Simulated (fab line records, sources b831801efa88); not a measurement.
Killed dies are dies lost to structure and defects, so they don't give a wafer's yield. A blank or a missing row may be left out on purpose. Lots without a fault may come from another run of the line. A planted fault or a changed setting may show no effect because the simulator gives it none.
fab line records | flow sky130
record lots=7 wafers=21 last_day=50
route steps=708 shown DNWELL@42 PWDE@45 NWELL@56 PAD_OPEN@708
lots that met no fault: from a run of the same line without faults
start_h: hours from the record's first day to the start of the lot's first wafer shown | wait_h: hours since the lot's step before | " the same as in the row above | L1.1+2: a row that stands for several wafers | - no value, or no start given | * or withheld: withheld | < > ~ a bound
route shown NAME@n: a module of which the file shows steps, and the number in the route of the first | usual: mean/standard deviation of fault-free wafers | same: alike in all rows | chamber/n: place in a boat | sites: the reading at each site | _std_site: their standard deviation | _edge_site: outer sites' mean less inner sites' | radius_mm: how far each site lies from the wafer's centre | mask NAME#n: copy n | behind: the tool/chamber that last shaped the wafer | hold: why the lot was held/for how many hours/how that ended | device: the transistor (n, p or np) that didn't switch | end of line: the same wafers' tests at the end of the route | a step without rows: its recipe alone | killed: dies lost to structure and defects at the first sort, not the wafer's yield | map: a wafer's dies, x killed, . not, _ none there
set.NAME: the setting as run; set.NAME@STEP: as run at that earlier step | model.NAME: the simulator's own value behind a step, which no gauge read
lots at some steps of the route; a table a step, a row a wafer
services: from which hour (start_h, from the record's first day; less than 0 if before it) a tool's chamber was out of use, for how many hours, and why
## steps
# step SKY_DNWELL_IMPLANT_07
# recipe species=P energy_kev=withheld dose_cm2=withheld tilt_deg=withheld
# step SKY_DNWELL_STRIP_08
# recipe chemistry=O2/N2 power_w=1400 pressure_mtorr=1500 platen_temp_c=withheld o2_flow_sccm=3000 n2_flow_sccm=300 overash_fraction=0.5
# usual chamber_pressure_mTorr=1500.0/1.2 drypump_motor_current_A=5.7/0.32 oes_product_au=0.722/0.0046 strip_time_to_endpoint_s=36.94/0.11
# columns lot.wafer tool chamber start_h wait_h chamber_pressure_mTorr drypump_motor_current_A oes_product_au rf_hours_counter_h strip_time_to_endpoint_s
L682.2 plasma_asher-03 0 95.79 0.1 1499.6 6.2 0.722 29 36.96
L682.3 " 0 " " 1500.4 6.2 0.720 - 37.22
L682.5 " 1 " " 1501.1 5.8 0.720 - 37.13
L683.1 plasma_asher-03 1 100.29 0.2 1500.8 5.8 0.726 29 36.86
L683.4 " 1 " " 1498.3 5.8 0.730 - 36.86
L683.6 " 0 " " 1499.8 6.2 0.714 - 36.87
L684.3 plasma_asher-02 1 100.81 0.1 1499.6 5.9 0.722 - 36.84
L684.4 " 0 " " 1499.3 5.1 0.726 - 36.99
L684.5 " 1 " " 1502.3 5.9 0.714 - 36.79
L693.1 plasma_asher-01 1 163.48 0.1 1500.1 5.9 0.718 47 36.93
L693.2 " 0 " " 1499.4 5.6 0.719 47 37.01
L693.5 " 1 " " 1498.8 5.9 0.722 - 37.09
L695.2 plasma_asher-03 1 171.29 0.1 1502.4 5.8 0.717 36 36.93
L695.3 " 0 " " 1496.7 6.2 0.733 - 36.88
L695.5 " 0 " " 1501.4 6.2 0.721 - 36.89
L696.2 plasma_asher-01 1 171.59 0.1 1499.2 5.9 0.716 48 36.98
L696.3 " 0 " " 1499.5 5.6 0.726 - 36.97
L696.5 " 0 " " 1499.4 5.6 0.721 - 36.91
L697.1 plasma_asher-03 0 174.19 0.1 1500.6 6.2 0.722 37 37.07
L697.2 " 1 " " 1499.5 5.8 0.723 37 36.96
L697.6 " 0 " " 1501.3 6.2 0.720 - 36.96
# step SKY_DNWELL_TW_MEAS_09
# usual DNWELL_TW=1122/7.7
# columns lot.wafer tool chamber start_h wait_h DNWELL_TW
L682.2 film_metro-04 - 95.90 0.1 1124
L682.3 " - " " 1125
L682.5 " - " " 1122
L683.1 film_metro-03 - 100.39 0.1 1126
L683.4 " - " " 1121
L683.6 " - " " 1125
L684.3 film_metro-04 - 100.90 0.1 1122
L684.4 " - " " 1121
L684.5 " - " " 1121
L693.1 film_metro-02 - 163.58 0.1 1111
L693.2 " - " " 1118
L693.5 " - " " 1113
L695.2 film_metro-02 - 171.40 0.1 1113
L695.3 " - " " 1104
L695.5 " - " " 1113
L696.2 film_metro-02 - 171.70 0.1 1117
L696.3 " - " " 1114
L696.5 " - " " 1108
L697.1 film_metro-02 - 174.29 0.1 1109
L697.2 " - " " 1115
L697.6 " - " " 1111
# step SKY_PWDE_DEHYDRATE_00
# recipe temp_c=200 time_s=60
# step SKY_PWDE_HMDS_01
# recipe prime_time_s=60 prime_temp_c=120
# step SKY_PWDE_COAT_02
# recipe spin_rpm=2000 resist_thk_nm=3000
# step SKY_PWDE_SOFTBAKE_03
# recipe temp_c=110 time_s=withheld
# step SKY_PWDE_EXPOSE_04
# recipe mask_id=PWDEM na=0.6 source_shape=conventional sigma_outer=0.6 polarization=unpolarized target_cd_nm=840 dose_mj=214
# step SKY_PWDE_PEB_05
# recipe temp_c=115 time_s=withheld
# step SKY_PWDE_DEVELOP_06
# recipe wall_angle_deg=90 developer=TMAH develop_time_s=60 dev_temp_c=23
# step SKY_PWDE_OVL_MEAS_07
# usual PWDE_OVL=-0.5/1.3
# columns lot.wafer tool chamber start_h wait_h PWDE_OVL[nm]
L682.2 overlay-02 - 113.49 - -0.8
L682.3 " - " " -0.5
L682.5 " - " " -1.3
L683.1 overlay-02 - 118.54 - -1.0
L683.4 " - " " -2.6
L683.6 " - " " -0.4
L684.3 overlay-01 - 118.79 - -2.4
L684.4 " - " " 0.2
L684.5 " - " " -2.7
L693.1 overlay-02 - 184.05 - 0.8
L693.2 " - " " -1.4
L693.5 " - " " -2.3
L695.2 overlay-02 - 192.24 - -1.8
L695.3 " - " " -1.1
L695.5 " - " " -2.3
L696.2 overlay-02 - 192.60 - -0.3
L696.3 " - " " 0.2
L696.5 " - " " 1.0
L697.1 overlay-02 - 194.79 - 1.6
L697.2 " - " " -1.0
L697.6 " - " " -0.9
# step SKY_PWDE_IMPLANT_08
# recipe species=B energy_kev=150 dose_cm2=3.6e+12 tilt_deg=withheld
# step SKY_PWDE_STRIP_09
# recipe chemistry=O2/N2 power_w=1400 pressure_mtorr=1500 platen_temp_c=withheld o2_flow_sccm=3000 n2_flow_sccm=300 overash_fraction=0.5
# usual chamber_pressure_mTorr=1499.9/1.5 drypump_motor_current_A=5.7/0.53 oes_product_au=0.723/0.0047 strip_time_to_endpoint_s=36.94/0.11
# columns lot.wafer tool chamber start_h wait_h chamber_pressure_mTorr drypump_motor_current_A oes_product_au rf_hours_counter_h strip_time_to_endpoint_s model.coat_of_PWDE_COAT_02.thk_nm
L682.2 plasma_asher-02 0 113.67 0.1 - - - - - 2984
L682.3 " 0 " " - - - - - 2986
L682.5 " 1 " " - - - - - 2993
L683.1 plasma_asher-04 0 118.73 0.1 - - - - - 2988
L683.4 " 1 " " - - - - - 2994
L683.6 " 1 " " - - - - - 2996
L684.3 plasma_asher-02 1 119.00 0.1 - - - - - 3002
L684.4 " 0 " " - - - - - 2992
L684.5 " 1 " " - - - - - 3009
L693.1 plasma_asher-03 0 184.23 0.1 1498.4 6.2 0.725 38 36.65 0
L693.2 " 1 " " 1498.7 5.8 0.716 38 36.82 0
L693.5 " 0 " " 1499.7 6.2 0.724 - 36.68 0
L695.2 plasma_asher-02 1 192.42 0.1 1503.5 5.9 0.724 52 36.82 0
L695.3 " 0 " " 1498.8 5.1 0.725 - 36.77 0
L695.5 " 1 " " 1500.7 5.9 0.730 - 36.89 0
L696.2 plasma_asher-03 1 192.78 0.1 1499.1 5.8 0.712 38 36.96 0
L696.3 " 0 " " 1502.5 6.2 0.726 - 36.94 0
L696.5 " 1 " " 1500.6 5.8 0.726 - 36.86 0
L697.1 plasma_asher-02 0 194.98 0.1 1498.5 5.1 0.726 52 36.94 0
L697.2 " 1 " " 1498.8 5.9 0.727 52 36.89 0
L697.6 " 1 " " 1501.3 5.9 0.717 - 36.93 0
# step SKY_PWDE_TW_MEAS_10
# usual PWDE_TW=376.1/2.7
# columns lot.wafer tool chamber start_h wait_h PWDE_TW
L682.2 film_metro-04 - 113.78 0.1 374.1
L682.3 " - " " 376.9
L682.5 " - " " 378.2
L683.1 film_metro-02 - 118.83 0.1 375.2
L683.4 " - " " 374.4
L683.6 " - " " 374.2
L684.3 film_metro-04 - 119.09 0.1 377.8
L684.4 " - " " 377.3
L684.5 " - " " 378.5
L693.1 film_metro-04 - 184.33 0.1 377.2
L693.2 " - " " 379.4
L693.5 " - " " 379.0
L695.2 film_metro-04 - 192.53 0.1 377.7
L695.3 " - " " 376.3
L695.5 " - " " 376.8
L696.2 film_metro-02 - 192.89 0.1 372.4
L696.3 " - " " 371.0
L696.5 " - " " 371.3
L697.1 film_metro-02 - 195.08 0.1 372.1
L697.2 " - " " 369.5
L697.6 " - " " 368.4
# step SKY_NWELL_DEHYDRATE_03
# recipe temp_c=200 time_s=60
# step SKY_NWELL_HMDS_04
# recipe prime_time_s=60 prime_temp_c=120
# step SKY_NWELL_COAT_05
# recipe spin_rpm=2000 resist_thk_nm=3000
# step SKY_NWELL_SOFTBAKE_06
# recipe temp_c=110 time_s=withheld
# step SKY_NWELL_EXPOSE_07
# recipe mask_id=NWM na=0.6 source_shape=conventional sigma_outer=0.6 polarization=unpolarized target_cd_nm=840 dose_mj=255
# step SKY_NWELL_PEB_08
# recipe temp_c=115 time_s=withheld
# step SKY_NWELL_DEVELOP_09
# recipe wall_angle_deg=90 developer=TMAH develop_time_s=60 dev_temp_c=23
# step SKY_NWELL_OVL_MEAS_10
# usual NWELL_00_OVL=0.0/1.4
# columns lot.wafer tool chamber start_h wait_h NWELL_00_OVL[nm]
L682.2 overlay-01 - 132.60 - 1.7
L682.3 " - " " 0.5
L682.5 " - " " 0.0
L683.1 overlay-01 - 136.80 - 0.3
L683.4 " - " " -0.4
L683.6 " - " " -0.3
L684.3 overlay-01 - 137.16 - 0.7
L684.4 " - " " 1.4
L684.5 " - " " 0.2
L693.1 overlay-01 - 205.20 - -0.7
L693.2 " - " " -0.5
L693.5 " - " " -0.7
L695.2 overlay-01 - 213.20 - -0.6
L695.3 " - " " 1.5
L695.5 " - " " -1.4
L696.2 overlay-02 - 213.55 - -0.1
L696.3 " - " " -0.8
L696.5 " - " " 1.3
L697.1 overlay-02 - 216.63 - -1.0
L697.2 " - " " -0.3
L697.6 " - " " -0.8
# step SKY_NWELL_IMPLANT_11
# recipe species=P energy_kev=400 dose_cm2=1.9e+13 tilt_deg=withheld
# step SKY_NWELL_IMPLANT_12
# recipe species=P energy_kev=118.9 dose_cm2=1.3e+12 tilt_deg=withheld
# step SKY_NWELL_IMPLANT_13
# recipe species=P energy_kev=50 dose_cm2=7e+11 tilt_deg=withheld
# step SKY_NWELL_STRIP_14
# recipe chemistry=O2/N2 power_w=1400 pressure_mtorr=1500 platen_temp_c=withheld o2_flow_sccm=3000 n2_flow_sccm=300 overash_fraction=0.5
# usual chamber_pressure_mTorr=1500.0/1.4 drypump_motor_current_A=5.6/0.51 oes_product_au=0.723/0.0045 strip_time_to_endpoint_s=36.95/0.12
# columns lot.wafer tool chamber start_h wait_h chamber_pressure_mTorr drypump_motor_current_A oes_product_au rf_hours_counter_h strip_time_to_endpoint_s
L682.2 plasma_asher-01 1 133.09 0.1 1500.3 5.9 0.734 44 80.88
L682.3 " 1 " " 1501.8 5.9 0.744 - 81.03
L682.5 " 1 " " 1500.2 5.8 0.737 - 81.15
L683.1 plasma_asher-04 1 137.28 0.1 1501.9 4.8 0.736 2 81.11
L683.4 " 0 " " 1499.9 6.3 0.731 - 81.24
L683.6 " 1 " " 1499.5 4.8 0.744 - 81.20
L684.3 plasma_asher-01 0 137.67 0.1 1499.8 5.6 0.746 - 81.26
L684.4 " 1 " " 1498.5 5.8 0.739 - 81.12
L684.5 " 1 " " 1501.0 5.8 0.739 - 81.38
L693.1 plasma_asher-02 1 205.68 0.1 1502.4 5.9 0.716 53 37.01
L693.2 " 0 " " 1500.9 5.1 0.726 53 37.07
L693.5 " 1 " " 1500.3 5.9 0.725 - 36.92
L695.2 plasma_asher-02 1 213.68 0.1 1500.0 5.9 0.724 54 37.06
L695.3 " 1 " " 1499.8 5.8 0.722 - 37.05
L695.5 " 0 " " 1501.0 5.1 0.720 - 36.97
L696.2 plasma_asher-04 0 214.03 0.1 1499.7 6.3 0.720 9 36.95
L696.3 " 1 " " 1501.1 4.8 0.733 - 36.91
L696.5 " 0 " " 1498.4 6.3 0.717 - 36.95
L697.1 plasma_asher-02 1 217.12 0.1 1499.6 5.8 0.724 54 37.00
L697.2 " 0 " " 1501.0 5.1 0.724 54 37.01
L697.6 " 0 " " 1500.9 5.1 0.720 - 37.04
# step SKY_NWELL_TW_MEAS_15
# usual NWELL_TW=1831/15
# columns lot.wafer tool chamber start_h wait_h hold NWELL_TW
L682.2 film_metro-02 - 133.20 0.1 await_dispo/0.2h/release 30
L682.3 " - " " await_dispo/0.2h/release 30
L682.5 " - " " await_dispo/0.2h/release 30
L682.2 film_metro-02 - 133.43 0.2 - 30
L682.3 " - " " - 30
L682.5 " - " " - 30
L683.1 film_metro-04 - 137.38 0.1 await_dispo/0.2h/release 31
L683.4 " - " " await_dispo/0.2h/release 31
L683.6 " - " " await_dispo/0.2h/release 31
L683.1 film_metro-04 - 137.61 0.2 - 30
L683.4 " - " " - 30
L683.6 " - " " - 30
L684.3 film_metro-04 - 137.75 0.1 await_dispo/0.2h/release 31
L684.4 " - " " await_dispo/0.2h/release 31
L684.5 " - " " await_dispo/0.2h/release 31
L684.3 film_metro-04 - 137.98 0.2 - 31
L684.4 " - " " - 31
L684.5 " - " " - 30
L693.1 film_metro-02 - 205.78 0.1 - 1808
L693.2 " - " " - 1797
L693.5 " - " " - 1804
L695.2 film_metro-03 - 213.79 0.1 - 1821
L695.3 " - " " - 1820
L695.5 " - " " - 1832
L696.2 film_metro-04 - 214.14 0.1 - 1839
L696.3 " - " " - 1839
L696.5 " - " " - 1839
L697.1 film_metro-04 - 217.22 0.1 - 1848
L697.2 " - " " - 1847
L697.6 " - " " - 1844
# step SKY_PAD_OPEN_PROBE_99
# usual defect_limited_yield=82.3/2.1 killed_at_M0_to_M3=43/7.4 killed_at_M4_up=3.1/1.8 killed_at_contacts=26/5.6 killed_at_front_end=15/4.9 killed_at_other=0.2/0.44 killed_dies=87/10 killed_open=48/7.6 killed_short=39/6.2 sort_bin_3_pad_short=0.9/0.43 sort_bin_5_function=10.5/1.5 sort_bin_6_memory=6.3/1.2 sort_n_pass=405/10 sort_yield_pct=82.3/2.1
# same gross_dies=492 killed_at_back_side=0 sort_bin_4_leakage[%]=0 sort_bin_8_speed[%]=0
# columns lot.wafer tool chamber start_h wait_h defect_limited_yield[%] killed_at_M0_to_M3 killed_at_M4_up killed_at_contacts killed_at_front_end killed_at_other killed_dies killed_open killed_short sort_bin_3_pad_short[%] sort_bin_5_function[%] sort_bin_6_memory[%] sort_n_pass sort_yield_pct[%]
L693.1 prober-01 - 1184.10 0.1 81.3 47 1 31 13 0 92 45 46 1.2 9.1 8.3 400 81.3
L693.2 prober-01 - 1184.15 0.1 79.7 56 2 28 13 1 100 54 46 0.6 12.2 7.5 392 79.7
L693.5 prober-01 - 1184.30 0.2 81.3 52 1 25 14 0 92 45 46 0.6 10.2 7.9 400 81.3
L697.1 prober-02 - 1194.67 0.1 79.9 43 1 35 20 0 99 57 42 0.4 11.6 8.1 393 79.9
L697.2 prober-02 - 1194.72 0.1 85.6 35 1 23 12 0 71 46 25 1.2 9.1 4.1 421 85.6
L697.6 prober-02 - 1194.92 0.2 83.7 42 2 23 12 1 80 41 39 0.6 8.3 7.3 412 83.7
# killed by level:class
L693.1 VIA1:geometric_particle:open=10 VIA1:geometric_particle:short=8 LOCAL_INTERCONNECT:geometric_particle:short=7 CONTACT:geometric_particle:open=7 VIA2:geometric_particle:open=7 CONTACT:geometric_particle:short=6 VIA3:geometric_particle:open=6 FIELD_ISO:geometric_particle:open=5
L693.2 VIA1:geometric_particle:open=13 CONTACT:geometric_particle:short=12 VIA2:geometric_particle:open=12 CONTACT:geometric_particle:open=8 VIA3:geometric_particle:open=7 METAL2:geometric_particle:short=6 METAL1:geometric_particle:short=6 FIELD_ISO:geometric_particle:open=5
L693.5 VIA1:geometric_particle:open=11 CONTACT:geometric_particle:open=7 METAL2:geometric_particle:short=7 VIA3:geometric_particle:open=7 VIA1:geometric_particle:short=6 METAL3:geometric_particle:short=5 LI_CONTACT:geometric_particle:short=5 FIELD_ISO:geometric_particle:short=4
L697.1 CONTACT:geometric_particle:open=15 POLY_GATE:geometric_particle:open=10 LI_CONTACT:geometric_particle:open=8 VIA1:geometric_particle:short=6 VIA1:geometric_particle:open=6 LOCAL_INTERCONNECT:geometric_particle:short=5 LI_CONTACT:geometric_particle:short=5 VIA3:geometric_particle:open=5
L697.2 VIA1:geometric_particle:open=11 CONTACT:geometric_particle:open=7 VIA2:geometric_particle:open=7 FIELD_ISO:geometric_particle:open=5 LI_CONTACT:geometric_particle:open=5 CONTACT:geometric_particle:short=4 METAL2:geometric_particle:short=4 LOCAL_INTERCONNECT:geometric_particle:short=3
L697.6 VIA1:geometric_particle:open=12 CONTACT:geometric_particle:open=7 VIA1:geometric_particle:short=7 LI_CONTACT:geometric_particle:short=5 LI_CONTACT:geometric_particle:open=4 CONTACT:geometric_particle:short=4 METAL1:geometric_particle:short=4 VIA2:geometric_particle:open=4
## services
# columns tool chamber start_h hours kind
plasma_asher-02 - 73.61 7.6 pm
plasma_asher-02 - 87.62 2.6 repair
plasma_asher-04 - 108.75 9.0 pm
plasma_asher-04 0 108.75 9.0 vent_cycle
plasma_asher-04 1 108.75 9.0 vent_cycle
plasma_asher-04 0 117.75 - clean
plasma_asher-04 1 117.75 - clean
plasma_asher-03 - 120.57 0.9 repair
plasma_asher-02 - 174.60 5.1 repair
plasma_asher-01 - 202.18 2.8 pm
## key
first_sign step=SKY_PWDE_STRIP_09 reading=tool_record direction=missing
effect step=SKY_NWELL_STRIP_14 reading=strip_time_to_endpoint_s direction=up sigmas=99+ usual=* struck=*
effect step=SKY_NWELL_TW_MEAS_15 reading=visit direction=added
effect step=SKY_NWELL_TW_MEAS_15 reading=NWELL_TW direction=down sigmas=99+ usual=1831 struck=30
model_effect step=SKY_PWDE_STRIP_09 value=coat_of_PWDE_COAT_02.thk_nm without=0 struck=2994
met_at SKY_PWDE_STRIP_09
struck_wafers L682.2,L682.3,L682.5,L683.1,L683.4,L683.6,L684.3,L684.4,L684.5
scrapped_behind SKY_NWELL_TW_MEAS_15 L682.2,L682.3,L682.5,L683.1,L683.4,L683.6,L684.3,L684.4,L684.5
fault kind=skipped_step_whole tool=plasma_asher-02,plasma_asher-04 chamber=- onset_h=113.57 steps=SKY_PWDE_STRIP_09 scope=struck_lots_only
